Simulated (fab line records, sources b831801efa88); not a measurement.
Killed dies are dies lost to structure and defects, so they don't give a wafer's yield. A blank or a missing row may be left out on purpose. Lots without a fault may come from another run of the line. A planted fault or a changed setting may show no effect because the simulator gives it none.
Chamber matching | flow gf180mcu | GF_CONTACT_CVD_02 on pecvd-02: 3 sister chambers
The step deposits SiO2 from TEOS, target thk 860 nm, time 95.992 s. 6 wafers are shown with their chamber, then 7 later ones without.

WAFERS WITH THEIR CHAMBER
wafer  | chamber | heater_power_w (W)
L196.6 | 2       | 677
L202.6 | 1       | 782
L205.1 | 2       | 630
L205.3 | 1       | 723
L206.2 | 0       | 522
L206.5 | 0       | 554

WAFERS WITHOUT THEIR CHAMBER
wafer  | heater_power_w (W)
L206.6 | 661
L210.3 | 591
L210.4 | 649
L210.5 | 460
L211.2 | 530
L211.4 | 573
L211.6 | 710

WHICH CHAMBER EACH WENT THROUGH
wafer  | from the rows above     | in truth
L206.6 | 2                       | 2
L210.3 | can't be placed: 0 or 2 | 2
L210.4 | 2                       | 2
L210.5 | 0                       | 0
L211.2 | 0                       | 0
L211.4 | can't be placed: 0 or 2 | 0
L211.6 | can't be placed: 1 or 2 | 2
Placed correctly: 4 of 7. Can't be placed from these rows: 3 (the true chamber is among the candidates in 3). Placed wrongly: 0.
How it was worked out, from the rows above alone: a wafer's distance from a chamber is the root of the sum, over the readings, of the square of ((its reading less the chamber's mean) divided by the reading's scatter). The wafer belongs to the nearest chamber; if the next one is less than 2 further off, it can't be placed. A chamber's mean is the mean of its shown wafers. The scatter: the root of (the sum of the squares of (reading less its chamber's mean) over the shown wafers, divided by (wafers less chambers)).
